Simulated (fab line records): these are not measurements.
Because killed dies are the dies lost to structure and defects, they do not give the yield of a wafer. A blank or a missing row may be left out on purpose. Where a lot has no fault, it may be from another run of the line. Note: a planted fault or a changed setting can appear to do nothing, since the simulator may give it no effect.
fab line records	flow sky130
record lots=6	wafers=18	last_day=51
route steps=708 shown RES_XHIGH@339 SD_N@342 SD_P@359 PAD_OPEN@708
lots that met no fault: from a run of the same line without faults
start_h: the number of hours between the record's first day and the start of the first shown wafer of the lot	wait_h: hours from the lot's prior step to this one	" the same as in the row above	L1.1+2: one row covering several wafers at once	- no value, or no start was given	* or withheld: withheld	< > ~ a bound
route shown NAME@n: NAME is a module with steps in the file, n the number in the route of the first one	usual: mean/standard deviation taken from wafers without a fault	same: alike in all rows	chamber/n: place in a boat	sites: each site's reading	_std_site: standard deviation across them	_edge_site: the outer-site mean with the inner-site mean subtracted	radius_mm: for every site, how far away it sits from the centre of the wafer	mask NAME#n: copy n	behind: the tool/chamber that last shaped the wafer	hold: what put the lot on hold/how long, in hours/how the hold closed	device: the n, p or np transistor that did not switch	end of line: tests of these same wafers at the route's end	where a step has no rows: the recipe by itself	killed: not the wafer's yield, but the dies lost to structure and defects at the first sort	map: per-die view of a wafer (x killed, . not killed, _ where there is no die)
set.NAME: the setting as run; set.NAME@STEP: as run at that earlier step	model.NAME: the simulator's own value behind a step, which no gauge read
a table for each step, a row for each wafer; lots at some steps of the route
services: when a tool's chamber went out of use (start_h, in hours from the record's first day, below 0 if earlier), for how many hours, and the reason
## steps
# step SKY_RES_XHIGH_IMPLANT_07
# recipe species=BF2	energy_kev=20	dose_cm2=3.6e+14	tilt_deg=0
# step SKY_RES_XHIGH_STRIP_08
# recipe chemistry=O2/N2	power_w=1400	pressure_mtorr=1500	platen_temp_c=withheld	o2_flow_sccm=3000	n2_flow_sccm=300	overash_fraction=0.5
# usual drypump_motor_current_A=6.0/0.34	oes_product_au=0.711/0.0044	strip_time_to_endpoint_s=14.27/0.036
lot.wafer	tool	chamber	start_h	wait_h	drypump_motor_current_A	oes_product_au	rf_hours_counter_h	strip_time_to_endpoint_s
L455.2	plasma_asher-03	1	624.91	0.1	5.6	0.714	82	14.27
L455.4	"	1	"	"	5.6	0.718	-	14.26
L455.5	"	0	"	"	6.3	0.710	-	14.29
L458.2	plasma_asher-02	1	646.27	0.1	6.2	0.702	52	14.32
L458.4	"	1	"	"	6.2	0.708	-	14.32
L458.6	"	0	"	"	6.1	0.705	-	14.28
L462.2	plasma_asher-02	0	682.94	0.1	6.0	0.703	56	14.28
L462.3	"	0	"	"	6.1	0.705	-	14.25
L462.6	"	1	"	"	6.2	0.712	-	14.28
L460.1	plasma_asher-03	0	684.79	0.1	6.3	0.705	88	14.27
L460.2	"	1	"	"	5.6	0.707	88	14.23
L460.4	"	1	"	"	5.6	0.716	-	14.26
L473.3	plasma_asher-03	1	765.72	0.1	5.6	0.708	-	14.18
L473.5	"	0	"	"	6.3	0.707	-	14.25
L473.6	"	1	"	"	5.6	0.713	-	14.27
L477.1	plasma_asher-02	1	821.81	0.1	6.2	0.711	69	14.37
L477.4	"	0	"	"	6.1	0.707	-	14.31
L477.6	"	0	"	"	6.1	0.723	-	14.30
# step SKY_RES_XHIGH_TW_MEAS_09
# usual RES_XHIGH_TW=1656/12
lot.wafer	tool	chamber	start_h	wait_h	RES_XHIGH_TW
L455.2	film_metro-03	-	625.02	0.1	1665
L455.4	"	-	"	"	1661
L455.5	"	-	"	"	1665
L458.2	film_metro-03	-	646.38	0.1	1658
L458.4	"	-	"	"	1666
L458.6	"	-	"	"	1660
L462.2	film_metro-03	-	683.05	0.1	1671
L462.3	"	-	"	"	1661
L462.6	"	-	"	"	1670
L460.1	film_metro-04	-	684.89	0.1	1660
L460.2	"	-	"	"	1665
L460.4	"	-	"	"	1658
L473.3	film_metro-03	-	765.81	0.1	1655
L473.5	"	-	"	"	1659
L473.6	"	-	"	"	1659
L477.1	film_metro-03	-	821.91	0.1	1662
L477.4	"	-	"	"	1655
L477.6	"	-	"	"	1667
# step SKY_SD_N_DEHYDRATE_00
# recipe temp_c=200	time_s=60
# step SKY_SD_N_HMDS_01
# recipe prime_time_s=60	prime_temp_c=120
# step SKY_SD_N_COAT_02
# recipe resist=NOVOLAK	spin_rpm=3000	resist_thk_nm=1140
# step SKY_SD_N_SOFTBAKE_03
# recipe temp_c=90	time_s=60	resist=NOVOLAK
# step SKY_SD_N_EXPOSE_04
# recipe mask_id=NSDM	na=0.6	source_shape=conventional	sigma_outer=0.6	polarization=unpolarized	target_cd_nm=380	dose_mj=142.2
# step SKY_SD_N_PEB_05
# recipe temp_c=withheld	time_s=*	resist=NOVOLAK
# step SKY_SD_N_DEVELOP_06
# recipe resist=NOVOLAK	developer=TMAH	develop_time_s=60	dev_temp_c=23
# step SKY_SD_N_CD_MEAS_07
# recipe target_cd_nm=380
# usual cd_nm=380.2/2.2
lot.wafer	tool	chamber	start_h	wait_h	cd_nm
L455.2	cd_sem-01	-	655.38	0.1	383.2
L455.4	"	-	"	"	382.6
L455.5	"	-	"	"	383.4
L458.2	cd_sem-01	-	675.61	0.1	378.5
L458.4	"	-	"	"	380.3
L458.6	"	-	"	"	378.0
L462.2	cd_sem-02	-	709.77	0.1	380.5
L462.3	"	-	"	"	384.5
L462.6	"	-	"	"	383.9
L460.1	cd_sem-02	-	711.69	0.1	380.4
L460.2	"	-	"	"	379.8
L460.4	"	-	"	"	382.5
L473.3	cd_sem-01	-	792.88	0.1	380.1
L473.5	"	-	"	"	382.1
L473.6	"	-	"	"	379.3
L477.1	cd_sem-01	-	847.96	0.1	380.6
L477.4	"	-	"	"	376.9
L477.6	"	-	"	"	380.8
# step SKY_SD_N_OVL_MEAS_08
# usual SD_N_OVL=-0.8/1.1
lot.wafer	tool	chamber	start_h	wait_h	SD_N_OVL[nm]
L455.2	overlay-02	-	655.48	0.1	-2.6
L455.4	"	-	"	"	-1.2
L455.5	"	-	"	"	-1.1
L458.2	overlay-02	-	675.71	0.1	-0.8
L458.4	"	-	"	"	0.4
L458.6	"	-	"	"	1.4
L462.2	overlay-01	-	709.88	0.1	-1.9
L462.3	"	-	"	"	-1.3
L462.6	"	-	"	"	-3.1
L460.1	overlay-02	-	711.81	0.1	-0.8
L460.2	"	-	"	"	-1.2
L460.4	"	-	"	"	-0.6
L473.3	overlay-02	-	792.97	0.1	1.7
L473.5	"	-	"	"	0.6
L473.6	"	-	"	"	0.7
L477.1	overlay-02	-	848.08	0.1	0.5
L477.4	"	-	"	"	-0.3
L477.6	"	-	"	"	1.9
# step SKY_SD_N_IMPLANT_09
# recipe species=As	energy_kev=50	dose_cm2=4e+15	tilt_deg=0
# usual beam_energy_keV=49.997/0.015	beam_on_s=18.3/1.4	faraday_current_uA=12031/950	tilt_deg=-0.002/0.017
lot.wafer	tool	chamber	start_h	wait_h	beam_energy_keV	beam_on_s	faraday_current_uA	tilt_deg	model.implant.rp_nm	model.implant.drp_nm
L455.2	implanter-02	0	655.54	0.0	49.981	19.6	11138	-0.013	32.26	14.11
L455.4	"	0	"	"	49.981	19.5	11257	-0.021	32.26	14.11
L455.5	"	0	"	"	49.976	19.1	11528	-0.010	32.26	14.11
L458.2	implanter-01	0	675.77	0.0	50.002	18.6	11742	0.017	31.17	14.11
L458.4	"	0	"	"	50.012	19.3	11384	0.006	31.17	14.11
L458.6	"	0	"	"	49.980	19.0	11558	0.023	31.17	14.11
L462.2	implanter-01	0	709.94	0.0	31.570	19.1	11455	-0.028	22.19	10.01
L462.3	"	0	"	"	31.549	19.2	11363	-0.013	22.19	10.01
L462.6	"	0	"	"	31.571	19.5	11210	0.019	22.19	10.01
L460.1	implanter-01	0	711.84	0.0	31.547	18.9	11578	0.002	21.75	10.01
L460.2	"	0	"	"	31.570	18.6	11738	0.002	21.75	10.01
L460.4	"	0	"	"	31.563	19.7	11203	0.000	21.75	10.01
L473.3	implanter-02	0	793.04	0.1	50.018	19.4	11301	-0.016	32.25	14.11
L473.5	"	0	"	"	50.020	19.0	11573	-0.029	32.25	14.11
L473.6	"	0	"	"	50.025	19.4	11303	-0.014	32.25	14.11
L477.1	implanter-02	0	848.11	0.0	49.973	18.7	11725	0.016	32.79	14.11
L477.4	"	0	"	"	49.989	19.2	11408	-0.015	32.79	14.11
L477.6	"	0	"	"	50.002	19.3	11345	0.002	32.79	14.11
# step SKY_SD_N_IMPLANT_10
# recipe species=P	energy_kev=20	dose_cm2=1e+14	tilt_deg=0
# step SKY_SD_N_STRIP_11
# recipe chemistry=O2/N2	power_w=1400	pressure_mtorr=1500	platen_temp_c=withheld	o2_flow_sccm=3000	n2_flow_sccm=300	overash_fraction=0.5
# usual drypump_motor_current_A=6.0/0.33	oes_product_au=0.527/0.0043	strip_time_to_endpoint_s=22.54/0.039
lot.wafer	tool	chamber	start_h	wait_h	drypump_motor_current_A	oes_product_au	rf_hours_counter_h	strip_time_to_endpoint_s
L455.2	plasma_asher-02	1	655.81	0.1	6.2	0.527	53	22.57
L455.4	"	1	"	"	6.2	0.519	-	22.54
L455.5	"	1	"	"	6.2	0.527	-	22.53
L458.2	plasma_asher-02	1	676.04	0.1	6.2	0.522	55	22.50
L458.4	"	1	"	"	6.2	0.522	-	22.48
L458.6	"	0	"	"	6.1	0.527	-	22.51
L462.2	plasma_asher-03	0	710.21	0.1	6.3	0.563	90	19.73
L462.3	"	1	"	"	5.6	0.566	-	19.71
L462.6	"	0	"	"	6.3	0.569	-	19.68
L460.1	plasma_asher-01	1	712.14	0.1	6.3	0.568	29	19.78
L460.2	"	0	"	"	5.5	0.577	29	19.78
L460.4	"	1	"	"	6.3	0.561	-	19.71
L473.3	plasma_asher-02	1	793.32	0.1	6.2	0.529	-	22.53
L473.5	"	0	"	"	6.1	0.530	-	22.49
L473.6	"	1	"	"	6.2	0.524	-	22.49
L477.1	plasma_asher-01	1	848.41	0.1	6.3	0.528	43	22.53
L477.4	"	1	"	"	6.3	0.536	-	22.55
L477.6	"	0	"	"	5.5	0.529	-	22.50
# step SKY_SD_N_TW_MEAS_12
# usual SD_N_TW=4028/31
lot.wafer	tool	chamber	start_h	wait_h	SD_N_TW
L455.2	film_metro-03	-	655.92	0.1	3987
L455.4	"	-	"	"	3999
L455.5	"	-	"	"	4003
L458.2	film_metro-02	-	676.15	0.1	3990
L458.4	"	-	"	"	3985
L458.6	"	-	"	"	3985
L462.2	film_metro-03	-	710.32	0.1	3591
L462.3	"	-	"	"	3606
L462.6	"	-	"	"	3597
L460.1	film_metro-04	-	712.24	0.1	3575
L460.2	"	-	"	"	3593
L460.4	"	-	"	"	3583
L473.3	film_metro-03	-	793.41	0.1	4011
L473.5	"	-	"	"	4020
L473.6	"	-	"	"	4023
L477.1	film_metro-02	-	848.51	0.1	4016
L477.4	"	-	"	"	4012
L477.6	"	-	"	"	4018
# step SKY_SD_N_CLEAN_13
# recipe chemistry=SC1/SC2	mix=1:4:20	temp_c=70	time_s=150	dry=n2_spin
# step SKY_SD_N_RTA_14
# recipe temp_c=1075	time_s=2	idle_temp_c=650	ramp_up_c_per_s=150	ramp_down_c_per_s=90	ambient=N2
# usual lamp_power_pct=15.73/0.051	ramp_down_c_per_s=90.001/0.017	wafer_temp_C_max=1078.0/1.3
lot.wafer	tool	chamber	start_h	wait_h	lamp_power_pct	ramp_down_c_per_s	wafer_temp_C_max
L455.2	rtp_anneal-01	0	656.04	0.0	15.69	90.025	1079.0
L455.4	"	0	"	"	15.74	90.009	1077.2
L455.5	"	0	"	"	15.74	89.977	1080.4
L458.2	rtp_anneal-02	0	676.26	0.0	15.81	90.034	1077.1
L458.4	"	0	"	"	15.79	89.983	1079.5
L458.6	"	0	"	"	15.71	90.008	1078.4
L462.2	rtp_anneal-02	0	710.44	0.0	15.71	89.976	1077.8
L462.3	"	0	"	"	15.62	90.026	1080.4
L462.6	"	0	"	"	15.79	89.987	1077.7
L460.1	rtp_anneal-02	0	712.35	0.0	15.73	90.008	1077.1
L460.2	"	0	"	"	15.74	90.003	1077.0
L460.4	"	0	"	"	15.77	89.969	1078.7
L473.3	rtp_anneal-02	0	793.52	0.0	15.78	90.012	1076.8
L473.5	"	0	"	"	15.75	89.998	1078.1
L473.6	"	0	"	"	15.72	90.015	1079.1
L477.1	rtp_anneal-02	0	848.62	0.0	15.78	90.000	1080.1
L477.4	"	0	"	"	15.74	90.036	1077.1
L477.6	"	0	"	"	15.65	89.998	1078.2
# step SKY_SD_N_RS_MEAS_16
# recipe thk_meas_gauge=four-point-probe
# usual SD_N_RS=68.50/0.11
lot.wafer	tool	chamber	start_h	wait_h	SD_N_RS[ohm/sq]
L455.2	film_metro-02	-	656.22	0.1	68.55
L455.4	"	-	"	"	68.59
L455.5	"	-	"	"	68.64
L458.2	film_metro-03	-	676.44	0.1	68.45
L458.4	"	-	"	"	68.34
L458.6	"	-	"	"	68.52
L462.2	film_metro-02	-	710.67	0.1	84.06
L462.3	"	-	"	"	84.36
L462.6	"	-	"	"	84.05
L460.1	film_metro-04	-	712.52	0.1	84.05
L460.2	"	-	"	"	84.08
L460.4	"	-	"	"	84.11
L473.3	film_metro-04	-	793.72	0.1	68.57
L473.5	"	-	"	"	68.59
L473.6	"	-	"	"	68.64
L477.1	film_metro-03	-	848.79	0.1	68.49
L477.4	"	-	"	"	68.49
L477.6	"	-	"	"	68.41
# step SKY_SD_N_RS_MEAS_17
# recipe thk_meas_gauge=four-point-probe
# usual SD_P_RS=147.0/0.35
lot.wafer	tool	chamber	start_h	wait_h	SD_P_RS[ohm/sq]
L455.2	film_metro-02	-	656.34	0.1	146.9
L455.4	"	-	"	"	147.3
L455.5	"	-	"	"	147.2
L458.2	film_metro-03	-	676.56	0.1	147.1
L458.4	"	-	"	"	147.2
L458.6	"	-	"	"	147.4
L462.2	film_metro-02	-	710.79	0.1	146.9
L462.3	"	-	"	"	147.6
L462.6	"	-	"	"	146.5
L460.1	film_metro-04	-	712.64	0.1	146.9
L460.2	"	-	"	"	147.1
L460.4	"	-	"	"	146.7
L473.3	film_metro-04	-	793.84	0.1	147.2
L473.5	"	-	"	"	147.3
L473.6	"	-	"	"	147.1
L477.1	film_metro-03	-	848.91	0.1	146.8
L477.4	"	-	"	"	146.9
L477.6	"	-	"	"	147.2
# step SKY_PAD_OPEN_PROBE_99
# usual killed_at_M0_to_M3=43/6.4	killed_at_M4_up=3.2/1.8	killed_at_contacts=25/5.8	killed_at_front_end=16/4.1	killed_at_other=0.2/0.47	killed_dies=88/9.9	killed_open=47/7.3	killed_short=40/7.1
# same gross_dies=492	killed_at_back_side=0
lot.wafer	tool	chamber	start_h	wait_h	killed_at_M0_to_M3	killed_at_M4_up	killed_at_contacts	killed_at_front_end	killed_at_other	killed_dies	killed_open	killed_short	model.etest.res_ndiff.line_ohm_um	model.etest.sonos_uncharged.r_on_ohm_um	model.etest.nfet_g5v0d10v5.r_on_ohm_um	model.etest.res_ndiff.rs_ohm_sq	model.etest.res_ndiff_hv.rs_ohm_sq	model.etest.nfet_01v8_lvt.vt_sat_v
L455.2	prober-02	-	1076.96	0.1	50	5	25	17	0	97	50	47	780.6	800.7	1888	120.4	114.7	0.5475
L455.4	prober-02	-	1077.06	0.2	46	1	34	15	1	97	55	41	762.6	799	1904	120.3	115	0.5603
L455.5	prober-02	-	1077.11	0.2	43	3	23	11	0	80	48	32	768.1	799.5	1920	120.3	114.1	0.5439
L458.2	prober-01	-	1091.96	0.1	47	4	24	15	0	90	50	40	767.7	792.4	1932	123.6	116.1	0.5367
L458.4	prober-01	-	1092.06	0.2	54	2	24	26	1	107	60	47	766.6	803.7	1924	123.1	116.4	0.5567
L458.6	prober-01	-	1092.16	0.2	48	4	18	11	0	81	47	34	764.2	799.2	1931	122	116.7	0.5414
L462.2	prober-01	-	1123.56	0.1	35	5	15	15	1	71	39	32	904	837.6	1914	142.3	136.3	0.5459
L462.3	prober-01	-	1123.61	0.2	52	1	31	27	1	112	66	46	919	840.1	1937	143.3	135.6	0.5475
L462.6	prober-01	-	1123.76	0.2	32	4	31	15	1	83	50	33	915.1	835.5	1937	141.5	136.3	0.5546
L460.1	prober-01	-	1127.18	0.1	38	4	28	15	0	85	50	35	916.9	840.4	1930	144.7	137.4	0.5553
L460.2	prober-01	-	1127.23	0.1	57	2	25	12	0	96	47	49	916.4	857.6	1911	144.7	136.8	0.5434
L460.4	prober-01	-	1127.33	0.2	44	2	34	9	0	89	47	42	928.8	870.2	1904	144.8	136.7	0.5585
L473.3	prober-02	-	1181.70	0.2	33	5	20	19	0	77	39	38	782.9	790.3	1882	120.3	114.9	0.55
L473.5	prober-02	-	1181.80	0.2	45	9	19	14	0	87	36	51	768	817.2	1900	119.7	115.5	0.5434
L473.6	prober-02	-	1181.85	0.2	53	0	18	15	1	87	58	29	772.6	804.9	1920	120.5	114.8	0.5438
L477.1	prober-02	-	1214.47	0.1	54	8	25	14	0	101	55	46	758.1	810.9	1854	119.2	112.4	0.5539
L477.4	prober-02	-	1214.62	0.2	47	6	32	12	0	97	48	49	755.4	809.7	1845	119.7	112.5	0.5584
L477.6	prober-02	-	1214.72	0.2	43	4	25	19	0	91	39	52	749.6	793.1	1856	119.4	112.7	0.5399
# killed by level:class
L455.2 VIA1:geometric_particle:open=13 METAL2:geometric_particle:short=8 VIA2:geometric_particle:short=7 LI_CONTACT:geometric_particle:open=7 CONTACT:geometric_particle:open=7 FIELD_ISO:geometric_particle:open=5 CONTACT:geometric_particle:short=5 FIELD_ISO:geometric_particle:short=4
L455.4 CONTACT:geometric_particle:open=12 VIA2:geometric_particle:open=11 LI_CONTACT:geometric_particle:open=8 VIA1:geometric_particle:open=8 CONTACT:geometric_particle:short=6 VIA3:geometric_particle:open=6 FIELD_ISO:geometric_particle:open=5 FIELD_ISO:geometric_particle:short=5
L455.5 CONTACT:geometric_particle:open=12 VIA1:geometric_particle:open=12 VIA2:geometric_particle:open=7 VIA1:geometric_particle:short=6 METAL2:geometric_particle:short=6 LI_CONTACT:geometric_particle:open=5 FIELD_ISO:geometric_particle:short=3 POLY_GATE:geometric_particle:short=3
L458.2 VIA2:geometric_particle:open=11 CONTACT:geometric_particle:open=10 VIA3:geometric_particle:open=9 METAL2:geometric_particle:short=8 VIA1:geometric_particle:open=6 LI_CONTACT:geometric_particle:short=5 FIELD_ISO:geometric_particle:short=4 LI_CONTACT:geometric_particle:open=4
L458.4 VIA1:geometric_particle:open=11 VIA3:geometric_particle:open=10 CONTACT:geometric_particle:open=9 POLY_GATE:geometric_particle:short=8 METAL1:geometric_particle:short=8 FIELD_ISO:geometric_particle:open=7 LI_CONTACT:geometric_particle:open=6 VIA3:geometric_particle:short=6
L458.6 VIA1:geometric_particle:open=10 LI_CONTACT:geometric_particle:open=8 VIA3:geometric_particle:open=8 METAL1:geometric_particle:short=7 METAL2:geometric_particle:short=7 CONTACT:geometric_particle:open=6 POLY_CUT:geometric_particle:open=4 POLY_GATE:geometric_particle:open=3
L462.2 VIA1:geometric_particle:open=10 CONTACT:geometric_particle:open=7 METAL1:geometric_particle:short=7 VIA3:geometric_particle:open=6 FIELD_ISO:geometric_particle:open=5 METAL4:geometric_particle:short=5 CONTACT:geometric_particle:short=4 VIA2:geometric_particle:open=4
L462.3 VIA1:geometric_particle:open=19 CONTACT:geometric_particle:open=9 LI_CONTACT:geometric_particle:open=9 VIA2:geometric_particle:open=8 CONTACT:geometric_particle:short=6 METAL2:geometric_particle:short=6 FIELD_ISO:geometric_particle:open=5 FIELD_ISO:geometric_particle:short=5
L462.6 CONTACT:geometric_particle:open=11 VIA1:geometric_particle:open=11 LI_CONTACT:geometric_particle:open=8 CONTACT:geometric_particle:short=6 FIELD_ISO:geometric_particle:open=5 VIA2:geometric_particle:open=5 VIA3:geometric_particle:open=4 POLY_GATE:geometric_particle:short=3
L460.1 VIA1:geometric_particle:open=10 LI_CONTACT:geometric_particle:open=8 CONTACT:geometric_particle:open=8 CONTACT:geometric_particle:short=6 POLY_GATE:geometric_particle:open=5 METAL1:geometric_particle:short=4 METAL2:geometric_particle:short=4 VIA2:geometric_particle:open=4
L460.2 VIA1:geometric_particle:open=9 VIA1:geometric_particle:short=9 LI_CONTACT:geometric_particle:open=8 CONTACT:geometric_particle:open=6 VIA2:geometric_particle:open=6 VIA3:geometric_particle:open=6 VIA3:geometric_particle:short=5 LOCAL_INTERCONNECT:geometric_particle:short=5
L460.4 CONTACT:geometric_particle:open=12 VIA1:geometric_particle:open=11 LOCAL_INTERCONNECT:geometric_particle:short=9 METAL2:geometric_particle:short=8 LI_CONTACT:geometric_particle:open=7 VIA2:geometric_particle:open=6 CONTACT:geometric_particle:short=4 VIA1:geometric_particle:short=4
L473.3 VIA1:geometric_particle:open=11 FIELD_ISO:geometric_particle:short=7 METAL4:geometric_particle:short=5 LOCAL_INTERCONNECT:geometric_particle:short=5 CONTACT:geometric_particle:open=5 CONTACT:geometric_particle:short=5 VIA3:geometric_particle:open=5 POLY_GATE:geometric_particle:short=4
L473.5 CONTACT:geometric_particle:open=11 METAL1:geometric_particle:short=8 METAL2:geometric_particle:short=8 METAL3:geometric_particle:short=7 FIELD_ISO:geometric_particle:short=6 VIA1:geometric_particle:open=6 VIA2:geometric_particle:short=6 METAL4:geometric_particle:short=5
L473.6 VIA1:geometric_particle:open=16 CONTACT:geometric_particle:open=10 VIA3:geometric_particle:open=9 FIELD_ISO:geometric_particle:open=7 VIA2:geometric_particle:open=7 METAL1:geometric_particle:short=5 VIA1:geometric_particle:short=4 METAL2:geometric_particle:short=4
L477.1 VIA1:geometric_particle:open=14 CONTACT:geometric_particle:open=9 CONTACT:geometric_particle:short=6 METAL1:geometric_particle:short=6 VIA2:geometric_particle:open=6 VIA3:geometric_particle:open=5 VIA1:geometric_particle:short=5 VIA3:geometric_particle:short=5
L477.4 VIA1:geometric_particle:open=10 LI_CONTACT:geometric_particle:open=9 VIA2:geometric_particle:open=7 CONTACT:geometric_particle:open=7 CONTACT:geometric_particle:short=7 VIA1:geometric_particle:short=7 VIA3:geometric_particle:open=7 LI_CONTACT:geometric_particle:short=6
L477.6 VIA1:geometric_particle:open=11 VIA1:geometric_particle:short=9 LI_CONTACT:geometric_particle:open=9 METAL1:geometric_particle:short=8 FIELD_ISO:geometric_particle:short=7 POLY_GATE:geometric_particle:short=6 LOCAL_INTERCONNECT:geometric_particle:short=5 CONTACT:geometric_particle:open=5
## services
tool	chamber	start_h	hours	kind
implanter-02	-	611.19	4.9	pm
implanter-01	-	619.66	4.2	pm
implanter-01	-	645.82	2.8	pm
implanter-02	-	657.51	1.5	repair
plasma_asher-03	-	695.32	1.9	repair
implanter-02	-	717.05	1.5	repair
rtp_anneal-01	-	744.15	6.4	pm
implanter-01	-	755.77	1.8	repair
plasma_asher-02	-	772.06	7.3	pm
plasma_asher-03	-	791.60	4.0	repair
## key
first_sign step=SKY_SD_N_IMPLANT_09	reading=beam_energy_keV	direction=down	sigmas=99+	usual=*	struck=*
effect step=SKY_SD_N_STRIP_11	reading=strip_time_to_endpoint_s	direction=down	sigmas=72	usual=*	struck=*
effect step=SKY_SD_N_TW_MEAS_12	reading=SD_N_TW	direction=down	sigmas=14	usual=4028	struck=3591
effect step=SKY_SD_N_RS_MEAS_16	reading=SD_N_RS	direction=up	sigmas=99+	usual=68.50	struck=84.12
model_effect step=SKY_SD_N_IMPLANT_09	value=implant.rp_nm	without=31.66	struck=21.97
model_effect step=SKY_PAD_OPEN_PROBE_99	value=etest.res_ndiff.line_ohm_um	without=774.6	struck=916.7
met_at SKY_SD_N_IMPLANT_09
struck_wafers L460.1,L460.2,L460.4,L462.2,L462.3,L462.6
tester_left_out L460,L462
onset_between 675.77 709.94
fault kind=process_parameter_drift	tool=implanter-01	chamber=-	onset_h=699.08	steps=SKY_SD_N_IMPLANT_09	channel=energy_kev	offset=*	shape=step	end_h=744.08	acts_in=*	stated=*
# tester_left_out: of these lots the tester's yield and bins aren't shown, on N5 and GAA mostly nor the transistor test; their killed dies are dies lost to structure and defects alone, not to doping, threshold or leakage, so they don't give the yield
